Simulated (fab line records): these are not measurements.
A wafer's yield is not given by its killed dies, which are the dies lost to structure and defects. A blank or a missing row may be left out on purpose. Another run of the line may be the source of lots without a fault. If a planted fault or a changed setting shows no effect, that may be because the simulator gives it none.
fab line records	flow sky130
[record] lots = 6	wafers = 18	last_day = 50
route steps=708 shown METAL4@633 VIA4@639 PAD_OPEN@708
lots that met no fault: taken from a fault-free run of the same line
start_h: hours from the record's first day to the start of the lot's first wafer shown	wait_h: hours elapsed since this lot's preceding step	" identical to the entry in the row above	L1.1+2: a single row standing in for several wafers	- no value present, or no start provided	* or withheld: withheld	< > ~ a bound
route shown NAME@n: names a module that has steps shown in the file, with the first one's number in the route	usual: the fault-free wafers' mean and standard deviation	same: alike in all rows	chamber/n: place in a boat	sites: per-site readings	_std_site: their standard deviation	_edge_site: outer sites' mean less inner sites'	radius_mm: for every site, how far away it sits from the centre of the wafer	mask NAME#n: copy n	behind: the tool/chamber that last shaped the wafer	hold: what put the lot on hold/how long, in hours/how the hold closed	device: transistor that didn't switch, given as n, p or np	end of line: tests run on the same wafers once the route is complete	for a step that has no rows: nothing shown but its recipe	killed: the dies lost at the first sort to structure and to defects; this is not the yield of the wafer	map: shows each die of a wafer: x if killed, . if not, _ if none is there
set.NAME: the setting that was run; set.NAME@STEP: the one run at that earlier step	model.NAME: the simulator's own value behind a step, which no gauge read
certain route steps with their lots: each step a table, each wafer a row
services: a tool's chamber out of use, with start hour (start_h, from the record's first day; less than 0 if before it), hours out, and reason
[[steps]]
[step SKY_METAL4_ETCH_17]
[recipe] target = SiO2	stop_on = TiN	chemistry = C4F8/O2/Ar	source_w = 1500	bias_w = 1200	pressure_mtorr = 40	c4f8_flow_sccm = withheld	O2_flow_sccm = 6	Ar_flow_sccm = 300	time_s = 3.9	target_depth_a = 150
[usual] chamber_pressure_mTorr = 40.00/0.04	oes_product_au = 0.753/0.0064
lot.wafer	tool	chamber	start_h	wait_h	chamber_pressure_mTorr	oes_product_au	rf_hours_counter_h
L853.2	rie_diel-03	3	999.07	0.1	39.95	0.753	22
L853.3	"	1	"	"	40.00	0.749	16
L853.5	"	2	"	"	40.06	0.753	-
L857.3	rie_diel-04	3	1029.66	0.1	40.03	0.756	12
L857.4	"	1	"	"	39.97	0.758	9
L857.5	"	2	"	"	39.93	0.757	-
L859.2	rie_diel-04	0	1040.69	0.1	40.00	0.734	17
L859.4	"	0	"	"	39.95	0.747	-
L859.6	"	3	"	"	40.00	0.754	-
L868.2	rie_diel-03	1	1101.29	0.1	39.99	0.766	20
L868.4	"	3	"	"	39.98	0.759	26
L868.6	"	3	"	"	39.99	0.761	-
L869.1	rie_diel-03	1	1103.38	0.1	40.00	0.746	20
L869.4	"	3	"	"	40.02	0.759	26
L869.6	"	0	"	"	39.92	0.763	-
L871.1	rie_diel-02	3	1116.18	0.1	39.98	0.752	12
L871.2	"	1	"	"	40.01	0.753	20
L871.3	"	0	"	"	39.93	0.750	16
[step SKY_METAL4_METAL_ETCH_18]
[recipe] target_depth_a = 8450	stop_on = SiO2	over_etch_frac = 0.3	time_s = 183.1	chemistry = Cl2/BCl3	resist_sidewall_deg = 88	pressure_mtorr = 10	icp_w = 900	bias_w = 48.5	Cl2_flow_sccm = 60	bcl3_flow_sccm = 30
[usual] chamber_pressure_mTorr = 9.999/0.0078	drypump_motor_current_A = 5.7/0.31	oes_product_au = 0.866/0.006	throttle_valve_pct = 22.263/0.0092
[same] over_etch_frac = 0.3
lot.wafer	tool	chamber	start_h	wait_h	chamber_pressure_mTorr	drypump_motor_current_A	oes_product_au	rf_hours_counter_h	throttle_valve_pct
L853.2	rie_metal-03	1	999.09	0.0	10.005	5.8	0.864	21	22.261
L853.3	"	1	"	"	9.991	5.8	0.863	-	22.255
L853.5	"	0	"	"	9.988	5.9	0.860	-	22.268
L857.3	rie_metal-04	0	1029.79	0.1	9.996	6.0	0.858	-	22.251
L857.4	"	0	"	"	9.995	6.0	0.854	-	22.262
L857.5	"	0	"	"	10.003	6.0	0.862	-	22.257
L859.2	rie_metal-02	0	1040.71	0.0	9.991	5.2	0.865	14	22.263
L859.4	"	0	"	"	9.991	5.2	0.860	-	22.262
L859.6	"	0	"	"	10.008	5.2	0.870	-	22.257
L868.2	rie_metal-04	1	1101.31	0.0	10.006	5.1	0.863	5	22.256
L868.4	"	1	"	"	10.003	5.2	0.862	-	22.264
L868.6	"	1	"	"	9.996	5.2	0.868	-	22.253
L869.1	rie_metal-04	0	1103.39	0.0	10.016	6.0	0.879	13	22.267
L869.4	"	0	"	"	9.986	6.0	0.876	-	22.254
L869.6	"	1	"	"	9.994	5.2	0.874	-	22.272
L871.1	rie_metal-02	1	1116.20	0.0	9.990	5.8	0.864	10	22.247
L871.2	"	0	"	"	9.989	5.2	0.866	19	22.267
L871.3	"	0	"	"	10.003	5.2	0.871	-	22.263
[step SKY_METAL4_STRIP_19]
[recipe] chemistry = O2/N2	power_w = 1400	pressure_mtorr = 1500	platen_temp_c = withheld	o2_flow_sccm = 3000	n2_flow_sccm = 300	overash_fraction = 0.5
[usual] chamber_pressure_mTorr = 1500.0/1.3	drypump_motor_current_A = 5.7/0.5	oes_product_au = 0.501/0.0053	strip_time_to_endpoint_s = 6.50/0.066
[same] overash_fraction = 0.5
lot.wafer	tool	chamber	start_h	wait_h	chamber_pressure_mTorr	drypump_motor_current_A	oes_product_au	rf_hours_counter_h	strip_time_to_endpoint_s
L853.2	plasma_asher-04	0	999.27	0.1	1499.9	5.2	0.503	115	6.57
L853.3	"	1	"	"	1498.3	5.1	0.496	-	6.55
L853.5	"	0	"	"	1499.7	5.2	0.507	-	6.57
L857.3	plasma_asher-04	0	1030.06	0.2	1503.0	5.2	0.499	-	6.44
L857.4	"	1	"	"	1500.9	5.1	0.500	-	6.37
L857.5	"	0	"	"	1500.1	5.2	0.499	-	6.36
L859.2	plasma_asher-02	0	1040.89	0.1	1500.3	5.9	0.501	61	6.52
L859.4	"	1	"	"	1498.8	6.0	0.502	-	6.50
L859.6	"	1	"	"	1500.6	6.0	0.505	-	6.53
L868.2	plasma_asher-03	1	1101.49	0.1	1499.4	5.9	0.505	36	6.55
L868.4	"	1	"	"	1498.5	5.9	0.510	-	6.53
L868.6	"	0	"	"	1498.6	6.5	0.492	-	6.55
L869.1	plasma_asher-02	1	1103.57	0.1	1501.6	6.0	0.499	68	6.49
L869.4	"	1	"	"	1499.9	6.0	0.499	-	6.46
L869.6	"	1	"	"	1501.3	6.0	0.506	-	6.59
L871.1	plasma_asher-04	0	1116.37	0.1	1502.5	5.2	0.509	5	6.45
L871.2	"	1	"	"	1499.4	5.1	0.493	5	6.35
L871.3	"	1	"	"	1500.2	5.1	0.504	-	6.45
[step SKY_METAL4_STRIP_20]
[recipe] chemistry = post_etch_residue_remover	time_s = 1200	temp_c = 72.5
[step SKY_METAL4_CLEAN_21]
[recipe] chemistry = IPA	time_s = 180	temp_c = 25
[step SKY_METAL4_CLEAN_22]
[recipe] chemistry = O3/DIW	dry = n2_spin
[step SKY_VIA4_HDPCVD_00]
[recipe] material = SiO2	target_thk_nm = 1750	sigma_open_frac = 0.3	time_s = 291.7	temp_c = 400	sih4_flow_sccm = 60	pressure_mtorr = 6
[step SKY_VIA4_THK_MEAS_01]
[recipe] reads = SiO2_of_VIA4_HDPCVD_00
[usual] VIA4_HDPCVD_THK = 1751/17
lot.wafer	tool	chamber	start_h	wait_h	VIA4_HDPCVD_THK[nm]
L853.2	film_metro-04	-	1000.09	0.1	1741
L853.3	"	-	"	"	1729
L853.5	"	-	"	"	1744
L857.3	film_metro-04	-	1030.83	0.1	1765
L857.4	"	-	"	"	1763
L857.5	"	-	"	"	1742
L859.2	film_metro-02	-	1041.68	0.1	1740
L859.4	"	-	"	"	1736
L859.6	"	-	"	"	1711
L868.2	film_metro-02	-	1102.34	0.1	1730
L868.4	"	-	"	"	1745
L868.6	"	-	"	"	1735
L869.1	film_metro-02	-	1104.74	0.1	1759
L869.4	"	-	"	"	1753
L869.6	"	-	"	"	1761
L871.1	film_metro-02	-	1117.33	0.1	1763
L871.2	"	-	"	"	1759
L871.3	"	-	"	"	1756
[step SKY_VIA4_CMP_02]
[recipe] material = SiO2	down_force_psi = 4	platen_rpm = 60	pad_velocity_m_s = 0.94248
[usual] motor_current_A = 11.7/1	platen_rpm = 60.00/0.039
lot.wafer	tool	chamber	start_h	wait_h	motor_current_A	platen_rpm
L853.3	cmp-02	2	1000.19	0.1	12.1	59.98
L853.2	"	0	"	"	10.7	59.98
L853.5	"	2	"	"	12.0	59.95
L857.3	cmp-02	0	1030.92	0.1	10.7	59.95
L857.4	"	2	"	"	11.3	60.00
L857.5	"	0	"	"	9.9	59.95
L859.4	cmp-02	0	1041.78	0.1	11.1	60.02
L859.2	"	1	"	"	12.0	60.01
L859.6	"	0	"	"	10.3	60.00
L868.4	cmp-02	1	1102.39	0.0	12.4	59.99
L868.2	"	2	"	"	11.9	59.93
L868.6	"	1	"	"	12.5	60.01
L869.1	cmp-02	0	1104.80	0.1	10.7	60.07
L869.4	"	3	"	"	11.2	60.04
L869.6	"	1	"	"	11.7	60.00
L871.2	cmp-02	2	1118.07	0.7	10.7	59.99
L871.3	"	3	"	"	12.4	59.98
L871.1	"	0	"	"	10.2	59.94
[step SKY_VIA4_BOW_MEAS_03]
[recipe] mode = bow
[usual] VIA4_BOW = 81/8.7
lot.wafer	tool	chamber	start_h	wait_h	VIA4_BOW[um]
L853.2	film_metro-01	-	1000.46	0.1	66
L853.3	"	-	"	"	84
L853.5	"	-	"	"	75
L857.3	film_metro-02	-	1031.21	0.2	69
L857.4	"	-	"	"	63
L857.5	"	-	"	"	72
L859.2	film_metro-01	-	1042.05	0.2	70
L859.4	"	-	"	"	89
L859.6	"	-	"	"	85
L868.2	film_metro-01	-	1102.71	0.2	94
L868.4	"	-	"	"	81
L868.6	"	-	"	"	84
L869.1	film_metro-02	-	1105.10	0.2	72
L869.4	"	-	"	"	64
L869.6	"	-	"	"	68
L871.1	film_metro-04	-	1118.32	0.1	74
L871.2	"	-	"	"	73
L871.3	"	-	"	"	83
[step SKY_VIA4_DEHYDRATE_04]
[recipe] temp_c = 200	time_s = 60
[step SKY_VIA4_HMDS_05]
[recipe] prime_time_s = 60	prime_temp_c = 120
[step SKY_VIA4_COAT_06]
[recipe] resist = NOVOLAK	spin_rpm = 3000	resist_thk_nm = 1140
[usual] dispense_pressure_kPa = 50/5.1
lot.wafer	tool	chamber	start_h	wait_h	dispense_pressure_kPa	model.NOVOLAK_of_VIA4_COAT_06.thk_nm
L853.2	litho_track-02	0	1011.36	0.1	55	1137
L853.3	"	0	"	"	55	1138
L853.5	"	0	"	"	55	1139
L857.3	litho_track-01	0	1042.35	0.1	46	1150
L857.4	"	0	"	"	46	1147
L857.5	"	0	"	"	46	1149
L859.2	litho_track-03	0	1053.21	0.1	42	1146
L859.4	"	0	"	"	42	1141
L859.6	"	0	"	"	42	1144
L868.2	litho_track-02	0	1112.67	0.1	55	1021
L868.4	"	0	"	"	55	1018
L868.6	"	0	"	"	55	1022
L869.1	litho_track-02	0	1114.89	0.1	55	1020
L869.4	"	0	"	"	55	1021
L869.6	"	0	"	"	55	1022
L871.1	litho_track-01	0	1127.35	0.1	46	1143
L871.2	"	0	"	"	46	1145
L871.3	"	0	"	"	46	1144
[step SKY_VIA4_SOFTBAKE_07]
[recipe] temp_c = 90	time_s = 60	resist = NOVOLAK
[step SKY_VIA4_EXPOSE_08]
[recipe] mask_id = VIM4	na = 0.6	source_shape = conventional	sigma_outer = 0.6	polarization = unpolarized	target_cd_nm = 800	dose_mj = 132
[step SKY_VIA4_PEB_09]
[recipe] temp_c = withheld	time_s = *	resist = NOVOLAK
[step SKY_VIA4_DEVELOP_10]
[recipe] resist = NOVOLAK	developer = TMAH	develop_time_s = 60	dev_temp_c = 23
[step SKY_VIA4_OVL_MEAS_11]
[usual] VIA4_OVL = 0.2/1.5
lot.wafer	tool	chamber	start_h	wait_h	VIA4_OVL[nm]
L853.2	overlay-01	-	1023.26	0.1	0.9
L853.3	"	-	"	"	2.1
L853.5	"	-	"	"	1.9
L857.3	overlay-02	-	1053.80	0.1	0.3
L857.4	"	-	"	"	-0.9
L857.5	"	-	"	"	0.8
L859.2	overlay-02	-	1064.10	0.1	0.9
L859.4	"	-	"	"	-0.6
L859.6	"	-	"	"	-1.4
L868.2	overlay-02	-	1122.46	0.1	-0.6
L868.4	"	-	"	"	-0.3
L868.6	"	-	"	"	-1.0
L869.1	overlay-01	-	1123.89	0.1	-2.2
L869.4	"	-	"	"	1.3
L869.6	"	-	"	"	-0.5
L871.1	overlay-01	-	1136.90	0.1	2.6
L871.2	"	-	"	"	0.6
L871.3	"	-	"	"	0.5
[step SKY_VIA4_ETCH_12]
[recipe] target = SiO2	chemistry = C4F8/O2/Ar	stop_on = TiN	mask_material = NOVOLAK	source_w = 1500	bias_w = 1200	pressure_mtorr = 40	c4f8_flow_sccm = withheld	O2_flow_sccm = 6	Ar_flow_sccm = 300	time_s = withheld	target_depth_a = 5800
[usual] chamber_pressure_mTorr = 40.00/0.04	oes_product_au = 0.926/0.0047
lot.wafer	tool	chamber	start_h	wait_h	chamber_pressure_mTorr	oes_product_au	model.NOVOLAK_of_VIA4_COAT_06.thk_nm	model.VIA4.cd_nm
L853.2	rie_diel-01	2	1023.29	0.0	40.05	0.922	1006	805.2
L853.3	"	0	"	"	39.98	0.927	1006	804.4
L853.5	"	0	"	"	40.02	0.926	1008	804.2
L857.3	rie_diel-03	1	1053.82	0.0	39.94	0.929	1018	799.5
L857.4	"	3	"	"	40.03	0.928	1013	800.7
L857.5	"	2	"	"	39.96	0.934	1017	801.5
L859.2	rie_diel-03	3	1064.13	0.0	39.92	0.925	1013	798.6
L859.4	"	1	"	"	40.00	0.919	1007	800.2
L859.6	"	2	"	"	39.97	0.921	1012	802.5
L868.2	rie_diel-04	0	1122.49	0.0	39.95	0.923	890.2	808.7
L868.4	"	1	"	"	40.04	0.928	887	809.3
L868.6	"	2	"	"	39.95	0.919	889.8	807
L869.1	rie_diel-04	1	1123.92	0.0	40.06	0.928	890.4	810.2
L869.4	"	0	"	"	39.95	0.916	889.5	812.5
L869.6	"	3	"	"	40.02	0.937	891.1	811.8
L871.1	rie_diel-01	0	1136.94	0.0	40.00	0.919	1013	801
L871.2	"	2	"	"	40.00	0.922	1013	799.5
L871.3	"	3	"	"	40.02	0.924	1013	800.6
[step SKY_VIA4_STRIP_13]
[recipe] chemistry = O2/N2	power_w = 1400	pressure_mtorr = 1500	platen_temp_c = withheld	o2_flow_sccm = 3000	n2_flow_sccm = 300	overash_fraction = 0.5
[usual] chamber_pressure_mTorr = 1500.1/1.4	drypump_motor_current_A = 5.5/0.36	oes_product_au = 0.709/0.0041	strip_time_to_endpoint_s = 12.814/0.03
[same] overash_fraction = 0.5
lot.wafer	tool	chamber	start_h	wait_h	chamber_pressure_mTorr	drypump_motor_current_A	oes_product_au	rf_hours_counter_h	strip_time_to_endpoint_s
L853.2	plasma_asher-04	1	1023.36	-	1500.3	5.1	0.714	117	12.820
L853.3	"	0	"	"	1498.5	5.2	0.702	-	12.802
L853.5	"	1	"	"	1500.8	5.1	0.712	-	12.772
L857.3	plasma_asher-04	0	1053.93	-	1502.1	5.2	0.710	-	12.890
L857.4	"	1	"	"	1499.7	5.1	0.709	-	12.825
L857.5	"	0	"	"	1498.4	5.2	0.710	-	12.880
L859.2	plasma_asher-01	0	1064.20	-	1499.9	5.2	0.710	91	12.824
L859.4	"	0	"	"	1501.1	5.2	0.712	-	12.832
L859.6	"	1	"	"	1500.5	5.3	0.709	-	12.822
L868.2	plasma_asher-02	1	1122.56	-	1498.0	6.0	0.706	69	11.466
L868.4	"	1	"	"	1499.5	6.0	0.691	-	11.433
L868.6	"	0	"	"	1502.5	5.9	0.704	-	11.465
L869.1	plasma_asher-04	1	1123.99	-	1501.1	5.1	0.697	5	11.461
L869.4	"	0	"	"	1500.3	5.2	0.698	-	11.465
L869.6	"	1	"	"	1503.7	5.1	0.701	-	11.461
L871.1	plasma_asher-01	0	1137.01	-	1498.3	5.2	0.707	97	12.827
L871.2	"	1	"	"	1499.7	5.3	0.706	97	12.817
L871.3	"	1	"	"	1500.5	5.4	0.710	-	12.837
[step SKY_VIA4_STRIP_14]
[recipe] chemistry = post_etch_residue_remover	time_s = 1200	temp_c = 72.5
[step SKY_PAD_OPEN_PROBE_99]
[usual] defect_limited_yield = 82.4/1.9	killed_at_M0_to_M3 = 44/7	killed_at_M4_up = 3.2/1.8	killed_at_contacts = 24/5.1	killed_at_front_end = 15/4.3	killed_at_other = 0.3/0.5	killed_dies = 86/9.6	killed_open = 48/7.1	killed_short = 38/6.7	sort_bin_3_pad_short = 0.9/0.44	sort_bin_5_function = 10.3/1.5	sort_bin_6_memory = 6.4/1.1	sort_n_pass = 406/9.6	sort_yield_pct = 82.4/1.9
[same] gross_dies = 492	killed_at_back_side = 0	sort_bin_4_leakage[%] = 0	sort_bin_8_speed[%] = 0
lot.wafer	tool	chamber	start_h	wait_h	defect_limited_yield[%]	killed_at_M0_to_M3	killed_at_M4_up	killed_at_contacts	killed_at_front_end	killed_at_other	killed_dies	killed_open	killed_short	sort_bin_3_pad_short[%]	sort_bin_5_function[%]	sort_bin_6_memory[%]	sort_n_pass	sort_yield_pct[%]
L857.3	prober-02	-	1121.26	0.2	81.3	43	6	24	18	1	92	53	39	0.6	11.2	6.9	400	81.3
L857.4	prober-02	-	1121.31	0.2	82.9	46	2	19	17	0	84	50	34	1.2	9.8	6.1	408	82.9
L857.5	prober-02	-	1121.36	0.2	80.3	40	3	37	17	0	97	52	45	1.4	9.8	8.5	395	80.3
L859.2	prober-02	-	1128.71	0.1	80.3	51	3	27	16	0	97	59	37	1.2	10.8	7.7	395	80.3
L859.4	prober-02	-	1128.81	0.2	82.1	53	4	20	11	0	88	42	45	1.0	10.4	6.5	404	82.1
L859.6	prober-02	-	1128.91	0.2	79.1	64	3	22	14	0	103	58	44	1.0	10.8	9.1	389	79.1
L868.2	prober-01	-	1182.32	0.1	85.8	39	1	19	10	1	70	39	30	0.4	8.1	5.7	422	85.8
L868.4	prober-01	-	1182.42	0.2	82.5	47	4	21	14	0	86	50	34	0.8	11.2	5.5	406	82.5
L868.6	prober-01	-	1182.52	0.2	85.6	44	1	14	11	1	71	39	32	1.2	8.1	5.1	421	85.6
// killed by level:class
L857.3 VIA1:geometric_particle:open=15 CONTACT:geometric_particle:short=8 FIELD_ISO:geometric_particle:short=7 CONTACT:geometric_particle:open=7 FIELD_ISO:geometric_particle:open=6 VIA2:geometric_particle:open=6 LI_CONTACT:geometric_particle:open=6 VIA3:geometric_particle:open=5
L857.4 VIA1:geometric_particle:open=13 METAL2:geometric_particle:short=7 CONTACT:geometric_particle:open=7 VIA3:geometric_particle:open=6 LI_CONTACT:geometric_particle:open=5 VIA1:geometric_particle:short=5 FIELD_ISO:geometric_particle:open=4 POLY_CUT:geometric_particle:open=3
L857.5 CONTACT:geometric_particle:open=14 VIA1:geometric_particle:open=11 LI_CONTACT:geometric_particle:open=9 POLY_GATE:geometric_particle:short=8 VIA2:geometric_particle:open=7 METAL1:geometric_particle:short=6 CONTACT:geometric_particle:short=5 VIA1:geometric_particle:short=5
L859.2 VIA1:geometric_particle:open=12 VIA2:geometric_particle:open=11 CONTACT:geometric_particle:open=10 LI_CONTACT:geometric_particle:open=9 METAL1:geometric_particle:short=7 VIA3:geometric_particle:open=7 METAL2:geometric_particle:short=5 FIELD_ISO:geometric_particle:short=4
L859.4 VIA1:geometric_particle:open=13 METAL1:geometric_particle:short=10 VIA2:geometric_particle:open=6 CONTACT:geometric_particle:open=6 METAL3:geometric_particle:short=6 LOCAL_INTERCONNECT:geometric_particle:short=5 FIELD_ISO:geometric_particle:open=4 LI_CONTACT:geometric_particle:open=4
L859.6 VIA1:geometric_particle:open=16 METAL1:geometric_particle:short=13 VIA2:geometric_particle:open=10 CONTACT:geometric_particle:open=9 METAL3:geometric_particle:short=7 VIA3:geometric_particle:open=7 LI_CONTACT:geometric_particle:open=5 FIELD_ISO:geometric_particle:short=4
L868.2 CONTACT:geometric_particle:open=11 VIA1:geometric_particle:open=8 VIA1:geometric_particle:short=6 VIA3:geometric_particle:open=6 VIA2:geometric_particle:open=4 VIA3:geometric_particle:short=4 LI_CONTACT:geometric_particle:short=3 CONTACT:geometric_particle:short=3
L868.4 VIA1:geometric_particle:open=18 CONTACT:geometric_particle:open=8 LI_CONTACT:geometric_particle:open=6 VIA3:geometric_particle:open=6 POLY_GATE:geometric_particle:open=4 VIA2:geometric_particle:short=4 METAL1:geometric_particle:short=4 VIA2:geometric_particle:open=4
L868.6 VIA1:geometric_particle:open=13 METAL1:geometric_particle:short=8 VIA3:geometric_particle:open=7 POLY_GATE:geometric_particle:open=4 LI_CONTACT:geometric_particle:open=4 CONTACT:geometric_particle:short=4 CONTACT:geometric_particle:open=4 METAL2:geometric_particle:short=4
[[services]]
tool	chamber	start_h	hours	kind
plasma_asher-03	-	980.44	4.6	repair
rie_metal-03	-	987.69	4.4	repair
rie_diel-01	0	991.62	27.4	repair
rie_metal-02	1	993.90	5.6	repair
cmp-02	-	996.62	0.8	repair
rie_diel-04	0	998.50	10.6	repair
plasma_asher-02	-	1000.25	0.6	repair
cmp-02	-	1004.48	3.1	repair
rie_diel-01	3	1011.68	2.8	repair
rie_diel-01	1	1024.03	5.1	repair
rie_diel-04	-	1025.67	0.1	repair
rie_diel-03	3	1026.82	2.6	repair
rie_diel-04	1	1039.09	7.6	repair
rie_diel-04	-	1054.51	1.3	repair
plasma_asher-04	-	1055.25	9.0	pm
rie_diel-01	3	1055.66	8.0	repair
cmp-02	-	1056.92	5.4	pm
rie_diel-01	-	1066.06	0.4	repair
plasma_asher-01	-	1071.03	2.4	repair
rie_diel-01	0	1071.80	1.3	repair
rie_diel-01	-	1077.52	14.6	pm
cmp-02	-	1083.06	0.9	repair
rie_diel-03	2	1084.70	4.6	repair
rie_diel-01	1	1131.85	6.7	repair
[[key]]
[first_sign] step = SKY_VIA4_STRIP_13	reading = strip_time_to_endpoint_s	direction = down	sigmas = 45	usual = *	struck = *
effect none on later readings
[model_effect] step = SKY_VIA4_COAT_06	value = NOVOLAK_of_VIA4_COAT_06.thk_nm	without = 1142	struck = 1021
[model_effect] step = SKY_VIA4_ETCH_12	value = NOVOLAK_of_VIA4_COAT_06.thk_nm	without = 1011	struck = 889.7
met_at SKY_VIA4_COAT_06
struck_wafers L868.2,L868.4,L868.6,L869.1,L869.4,L869.6
onset_between 1011.36 1112.67
also_fits SKY_METAL4_ETCH_17:rie_diel-03,SKY_METAL4_METAL_ETCH_18:rie_metal-04,SKY_VIA4_ETCH_12:rie_diel-04
[fault] kind = process_parameter_drift	tool = litho_track-02	chamber = -	onset_h = 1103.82	steps = SKY_VIA4_COAT_06	channel = resist_thk_nm	offset = -120.98	shape = step	end_h = 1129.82	acts_in = these_recipes_only	stated = 1140
